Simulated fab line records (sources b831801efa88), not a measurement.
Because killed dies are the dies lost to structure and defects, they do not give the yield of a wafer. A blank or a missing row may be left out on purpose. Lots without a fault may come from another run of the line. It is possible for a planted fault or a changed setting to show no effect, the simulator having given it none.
fab line records    flow gf180mcu
record lots=12  wafers=36  last_day=34
route steps=602 shown STI@1 POLY_GATE@173 V2@400 V3@446
lots untouched by any fault: they come from a run of this same line in which no faults occurred
start_h: hours from the record's first day to the start of the lot's first wafer shown    wait_h: time in hours since the lot's previous step    " same as the row above    L1.1+2: a single row standing in for several wafers    - no value, or no start given    * or withheld: withheld    < > ~ a bound
route shown NAME@n: names a module that has steps shown in the file, with the first one's number in the route    usual: mean and standard deviation over wafers with no fault    same: alike in all rows    chamber/n: place in a boat    sites: the reading at each site    _std_site: standard deviation across them    _edge_site: the outer-site mean with the inner-site mean subtracted    radius_mm: how far each site lies from the wafer's centre    mask NAME#n: copy n    behind: the tool/chamber that last shaped the wafer    hold: reason for holding the lot/hours on hold/outcome of the hold    device: whichever transistor did not switch (one of n, p or np)    end of line: at the end of the route, the tests of the same wafers    a step with no rows: only its recipe    killed: count of dies lost to structure and defects at first sort (not the wafer's yield)    map: a wafer's dies, x killed, . not, _ none there
set.NAME: the setting that was run; set.NAME@STEP: the one run at that earlier step    model.NAME: the simulator's own value behind a step, which no gauge read
steps of the route over a sample of lots; a table a step, a row a wafer
services: from which hour (start_h, from the record's first day; less than 0 if before it) a tool's chamber was out of use, for how many hours, and why
## steps
# step GF_STI_BOW_MEAS_00
# recipe mode=bow
# usual INCOMING_BOW=-1/6.4
lot.wafer  tool           chamber  start_h  wait_h  INCOMING_BOW[um]
L800.2     film_metro-03  -        10.02    -       -9
L800.3     "              -        "        "       1
L800.5     "              -        "        "       -4
L803.1     film_metro-02  -        25.00    -       13
L803.2     "              -        "        "       8
L803.4     "              -        "        "       -4
L804.3     film_metro-04  -        30.04    -       -7
L804.4     "              -        "        "       7
L804.5     "              -        "        "       5
L805.1     film_metro-02  -        35.00    -       4
L805.3     "              -        "        "       -5
L805.5     "              -        "        "       -5
L806.1     film_metro-03  -        40.00    -       4
L806.3     "              -        "        "       6
L806.4     "              -        "        "       -5
L807.2     film_metro-04  -        45.02    -       1
L807.4     "              -        "        "       18
L807.5     "              -        "        "       6
L808.1     film_metro-04  -        50.00    -       4
L808.3     "              -        "        "       -5
L808.6     "              -        "        "       -1
L810.2     film_metro-04  -        60.02    -       -2
L810.5     "              -        "        "       0
L810.6     "              -        "        "       -9
L814.1     film_metro-04  -        80.00    -       -10
L814.4     "              -        "        "       -1
L814.5     "              -        "        "       1
L816.3     film_metro-04  -        90.04    -       -7
L816.5     "              -        "        "       3
L816.6     "              -        "        "       -13
L820.1     film_metro-04  -        110.00   -       -4
L820.2     "              -        "        "       12
L820.4     "              -        "        "       -13
L822.1     film_metro-04  -        120.00   -       1
L822.2     "              -        "        "       -5
L822.3     "              -        "        "       -5
# step GF_POLY_GATE_OXIDATION_16
# recipe temp_c=850  ambient=O2  stabilise_s=600  purge_s=300  target_thk_a=40  ox_time_s=899
# usual spike_tc_bottom_C=868/3.5  spike_tc_centre_C=850.5/0.99  spike_tc_lower_C=850.0/1.1  spike_tc_top_C=861.9/2.3  spike_tc_upper_C=849.3/1.1  tube_center_temp_C=849.99/0.072  tube_center_temp_C_max=852.2/0.37  zone_power_top_pct=31.1/1.2  zone_power_upper_pct=14.9/1.6
lot.wafer  tool        chamber  start_h  wait_h  spike_tc_bottom_C  spike_tc_centre_C  spike_tc_lower_C  spike_tc_top_C  spike_tc_upper_C  tube_center_temp_C  tube_center_temp_C_max  zone_power_top_pct  zone_power_upper_pct
L800.2     furnace-02  0        197.71   0.5     863                849.5              850.0             863.7           849.6             850.04              852.4                   30.5                13.1
L800.3     "           0        "        "       863                852.3              852.7             864.9           849.6             850.01              852.8                   29.9                13.2
L800.5     "           0        "        "       862                850.6              851.8             864.0           848.7             850.11              852.3                   29.9                13.1
L803.1     furnace-02  0        217.76   0.2     862                851.0              850.3             862.9           847.8             849.94              852.1                   30.4                13.4
L803.2     "           0        "        "       867                851.2              850.8             864.0           847.8             850.02              852.8                   29.9                13.0
L803.4     "           0        "        "       865                850.5              850.5             864.5           849.0             850.05              852.7                   30.0                13.3
L804.3     furnace-01  0        225.53   0.3     871                850.7              848.9             862.0           850.4             849.96              852.6                   31.8                16.4
L804.4     "           0        "        "       871                851.1              849.1             860.7           849.6             850.1               853.2                   32.0                16.4
L804.5     "           0        "        "       871                851.0              849.4             860.0           849.0             850.11              852.4                   32.6                16.2
L805.1     furnace-02  0        229.14   0.4     863                851.4              851.8             862.5           848.7             849.9               852.0                   29.9                12.8
L805.3     "           0        "        "       865                849.1              849.2             866.2           849.0             849.93              851.8                   29.9                13.2
L805.5     "           0        "        "       864                851.7              850.3             863.0           848.6             849.93              852.3                   30.3                13.0
L806.1     furnace-02  0        239.92   0.0     864                851.2              850.3             861.9           848.1             850.05              852.1                   29.9                13.2
L806.3     "           0        "        "       865                850.1              850.7             864.1           847.9             849.98              851.6                   30.1                13.1
L806.4     "           0        "        "       863                848.9              851.1             863.7           850.5             850.04              852.2                   29.6                12.9
L807.2     furnace-01  0        246.06   0.9     871                851.9              850.5             857.6           848.4             850.01              852.2                   32.5                16.5
L807.4     "           0        "        "       871                850.1              848.7             861.4           849.3             849.94              852.2                   31.7                16.5
L807.5     "           0        "        "       870                850.6              850.9             860.1           850.6             849.97              852.3                   32.1                16.3
L808.1     furnace-01  0        253.55   0.8     871                850.3              848.0             860.6           849.9             850.13              852.4                   31.7                16.5
L808.3     "           0        "        "       869                849.7              849.2             860.5           846.7             850                 851.6                   31.5                16.4
L808.6     "           0        "        "       871                850.2              851.1             859.5           848.8             849.92              851.9                   31.8                16.5
L810.2     furnace-01  0        271.77   0.0     874                852.5              850.8             859.2           850.5             850.04              852.1                   32.5                16.7
L810.5     "           0        "        "       872                849.6              849.5             860.3           850.3             850.02              852.3                   32.0                16.2
L810.6     "           0        "        "       872                849.5              851.8             859.4           850.5             850.01              852.1                   32.4                16.3
L814.1     furnace-01  0        302.70   1.1     901                882.4              881.4             891.7           882.7             881.87              883.9                   33.9                17.5
L814.4     "           0        "        "       902                882.4              881.2             890.8           881.9             881.78              883.6                   33.9                17.7
L814.5     "           0        "        "       902                881.6              880.5             890.5           882.3             881.83              883.9                   34.1                18.0
L816.3     furnace-01  0        316.71   1.2     902                881.7              882.3             890.9           881.3             881.79              883.5                   34.4                17.2
L816.5     "           0        "        "       902                883.9              883.1             890.2           882.5             881.79              883.7                   34.3                17.7
L816.6     "           0        "        "       901                880.8              882.1             892.7           880.8             881.95              884.3                   34.7                17.7
L820.1     furnace-02  0        341.52   0.1     865                850.2              850.0             862.5           849.3             849.91              851.9                   29.5                13.1
L820.2     "           0        "        "       865                850.1              851.3             865.2           847.7             850.07              852.1                   29.5                13.2
L820.4     "           0        "        "       862                850.7              850.3             862.7           848.8             850.01              852.2                   29.4                13.1
L822.1     furnace-02  0        357.97   0.0     864                850.6              848.5             863.1           849.2             850.04              852.8                   30.1                13.1
L822.2     "           0        "        "       864                852.3              851.7             861.9           847.4             850                 852.1                   29.7                13.3
L822.3     "           0        "        "       866                850.3              850.7             865.4           848.1             849.83              851.7                   29.8                13.1
# step GF_POLY_GATE_THK_MEAS_17
# recipe reads=SiO2_of_POLY_GATE_OXIDATION_16
# usual POLY_GATE_OXIDATION_THK=4.03/0.08
lot.wafer  tool           chamber  start_h  wait_h  POLY_GATE_OXIDATION_THK[nm]
L800.2     film_metro-03  -        198.97   0.0     4.14
L800.3     "              -        "        "       4.11
L800.5     "              -        "        "       4.09
L803.1     film_metro-04  -        219.01   0.0     3.97
L803.2     "              -        "        "       3.92
L803.4     "              -        "        "       4.04
L804.3     film_metro-01  -        226.80   0.0     4.10
L804.4     "              -        "        "       4.10
L804.5     "              -        "        "       4.20
L805.1     film_metro-04  -        230.39   0.0     3.96
L805.3     "              -        "        "       4.03
L805.5     "              -        "        "       3.90
L806.1     film_metro-01  -        241.17   0.0     4.11
L806.3     "              -        "        "       4.11
L806.4     "              -        "        "       4.08
L807.2     film_metro-04  -        247.32   0.0     4.03
L807.4     "              -        "        "       4.05
L807.5     "              -        "        "       4.11
L808.1     film_metro-01  -        254.80   0.0     3.98
L808.3     "              -        "        "       3.96
L808.6     "              -        "        "       3.93
L810.2     film_metro-03  -        273.03   0.0     4.03
L810.5     "              -        "        "       4.02
L810.6     "              -        "        "       3.97
L814.1     film_metro-04  -        303.95   0.0     5.93
L814.4     "              -        "        "       5.83
L814.5     "              -        "        "       5.87
L816.3     film_metro-04  -        317.98   0.0     5.93
L816.5     "              -        "        "       5.90
L816.6     "              -        "        "       5.94
L820.1     film_metro-03  -        342.77   0.0     4.08
L820.2     "              -        "        "       4.05
L820.4     "              -        "        "       4.09
L822.1     film_metro-04  -        359.22   0.0     3.92
L822.2     "              -        "        "       4.00
L822.3     "              -        "        "       3.98
# step GF_V2_STRIP_18
# recipe chemistry=O2/N2  power_w=1400  pressure_mtorr=1500  platen_temp_c=250  o2_flow_sccm=3000  n2_flow_sccm=300  overash_fraction=0.5
# usual drypump_motor_current_A=5.7/0.33  heater_power_w=342/32  oes_product_au=0.592/0.0048
lot.wafer  tool             chamber  start_h  wait_h  drypump_motor_current_A  heater_power_w  oes_product_au  rf_hours_counter_h
L800.2     plasma_asher-01  0        461.93   -       5.6                      320             0.600           37
L800.3     "                1        "        "       6.1                      406             0.585           -
L800.5     "                0        "        "       5.6                      325             0.589           -
L803.1     plasma_asher-02  0        488.01   -       6.2                      293             0.593           6
L803.2     "                1        "        "       5.4                      334             0.591           6
L803.4     "                1        "        "       5.4                      326             0.591           -
L804.3     plasma_asher-01  0        503.32   -       5.6                      324             0.581           -
L804.4     "                1        "        "       6.1                      404             0.594           -
L804.5     "                1        "        "       6.1                      402             0.583           -
L805.1     plasma_asher-01  1        505.66   -       6.1                      400             0.597           41
L805.3     "                1        "        "       6.1                      390             0.593           -
L805.5     "                0        "        "       5.6                      329             0.603           -
L806.1     plasma_asher-01  1        517.49   -       6.1                      394             0.587           43
L806.3     "                0        "        "       5.6                      325             0.595           -
L806.4     "                1        "        "       6.1                      389             0.595           -
L807.2     plasma_asher-04  0        529.71   -       5.5                      338             0.588           90
L807.4     "                0        "        "       5.5                      349             0.595           -
L807.5     "                0        "        "       5.5                      333             0.587           -
L808.1     plasma_asher-02  0        535.09   -       6.2                      305             0.584           11
L808.3     "                1        "        "       5.4                      335             0.598           -
L808.6     "                0        "        "       6.2                      307             0.599           -
L810.2     plasma_asher-02  0        555.91   -       6.2                      297             0.591           13
L810.5     "                1        "        "       5.4                      341             0.591           -
L810.6     "                0        "        "       6.2                      300             0.589           -
L814.1     plasma_asher-04  1        589.93   -       5.5                      336             0.587           96
L814.4     "                0        "        "       5.5                      342             0.594           -
L814.5     "                0        "        "       5.5                      341             0.595           -
L816.3     plasma_asher-01  1        605.49   -       6.1                      396             0.589           -
L816.5     "                1        "        "       6.1                      396             0.594           -
L816.6     "                0        "        "       5.6                      326             0.596           -
L820.1     plasma_asher-02  1        629.38   -       5.4                      337             0.588           21
L820.2     "                0        "        "       6.2                      304             0.594           21
L820.4     "                0        "        "       6.2                      294             0.585           -
L822.1     plasma_asher-01  0        643.26   -       5.6                      322             0.595           56
L822.2     "                1        "        "       6.1                      396             0.606           56
L822.3     "                1        "        "       6.1                      400             0.582           -
# step GF_V3_ETCH_17
# recipe chemistry=C4F8/O2/Ar  mask_material=KrF  target=SiO2  stop_on=TiN  source_w=1500  bias_w=1200  pressure_mtorr=40  c4f8_flow_sccm=withheld  O2_flow_sccm=6  Ar_flow_sccm=300  time_s=withheld  target_depth_a=6350
# usual oes_product_au=0.856/0.005
lot.wafer  tool         chamber  start_h  wait_h  oes_product_au
L800.2     rie_diel-02  0        -        -       0.857
L800.3     "            2        "        "       0.855
L800.5     "            0        "        "       0.867
L803.1     rie_diel-04  0        -        -       0.853
L803.2     "            3        "        "       0.863
L803.4     "            0        "        "       0.855
L804.3     rie_diel-03  3        -        -       0.849
L804.4     "            0        "        "       0.856
L804.5     "            3        "        "       0.854
L805.1     rie_diel-03  3        -        -       0.852
L805.3     "            2        "        "       0.857
L805.5     "            0        "        "       0.863
L806.1     rie_diel-03  0        -        -       0.856
L806.3     "            3        "        "       0.852
L806.4     "            2        "        "       0.856
L807.2     rie_diel-04  0        -        -       0.854
L807.4     "            2        "        "       0.859
L807.5     "            0        "        "       0.857
L808.1     rie_diel-02  2        -        -       0.852
L808.3     "            1        "        "       0.858
L808.6     "            2        "        "       0.852
L810.2     rie_diel-02  1        -        -       0.857
L810.5     "            3        "        "       0.860
L810.6     "            2        "        "       0.857
L814.1     rie_diel-02  3        -        -       0.854
L814.4     "            0        "        "       0.852
L814.5     "            0        "        "       0.859
L816.3     rie_diel-02  1        -        -       0.848
L816.5     "            0        "        "       0.855
L816.6     "            1        "        "       0.858
L820.1     rie_diel-02  2        -        -       0.864
L820.2     "            1        "        "       0.852
L820.4     "            0        "        "       0.861
L822.1     rie_diel-02  2        -        -       0.848
L822.2     "            3        "        "       0.853
L822.3     "            0        "        "       0.857
## services
tool         chamber  start_h  hours  kind
rie_diel-02  3        190.66   1.6    repair
rie_diel-02  -        220.48   28.1   pm
furnace-01   -        248.75   3.2    pm
rie_diel-02  -        256.79   0.5    repair
furnace-01   -        266.52   2.9    pm
rie_diel-02  0        273.96   3.8    repair
rie_diel-02  1        288.99   35.8   repair
furnace-02   -        299.18   3.2    pm
rie_diel-02  -        357.72   0.5    repair
furnace-01   -        375.27   5.0    pm
furnace-02   -        420.17   11.4   repair
furnace-01   -        434.08   3.6    pm
furnace-02   -        450.20   26.0   repair
furnace-02   -        476.24   3.5    pm
furnace-02   -        495.90   3.2    pm
rie_diel-02  1        519.45   15.1   repair
furnace-01   -        530.72   3.0    pm
rie_diel-02  -        544.90   0.4    repair
rie_diel-02  0        573.26   14.4   repair
rie_diel-02  1        588.55   8.0    repair
rie_diel-02  -        598.13   2.8    pm
rie_diel-02  1        617.74   5.9    repair
rie_diel-02  -        656.99   0.7    repair
rie_diel-02  0        658.09   5.1    repair
## key
first_sign step=GF_POLY_GATE_OXIDATION_16  reading=tube_center_temp_C  direction=up  sigmas=99+  usual=*  struck=*
effect step=GF_POLY_GATE_OXIDATION_16  reading=tube_center_temp_C_max  direction=up  sigmas=86  usual=*  struck=*
effect step=GF_POLY_GATE_THK_MEAS_17  reading=POLY_GATE_OXIDATION_THK  direction=up  sigmas=24  usual=4.03  struck=5.90
met_at GF_POLY_GATE_OXIDATION_16
struck_lots L814,L816
tester_left_out L814,L816
not_acting_at GF_STI_BOW_MEAS_00,GF_V2_STRIP_18,GF_V3_ETCH_17
onset_between 271.77 302.70
fault kind=process_parameter_drift  tool=furnace-01  chamber=-  onset_h=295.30  steps=GF_POLY_GATE_OXIDATION_16  channel=temp_c  offset=*  shape=step  end_h=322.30  acts_in=*  stated=*
# tester_left_out: of these lots the tester's yield and bins aren't shown, on N5 and GAA mostly nor the transistor test; their killed dies are dies lost to structure and defects alone, not to doping, threshold or leakage, so they don't give the yield
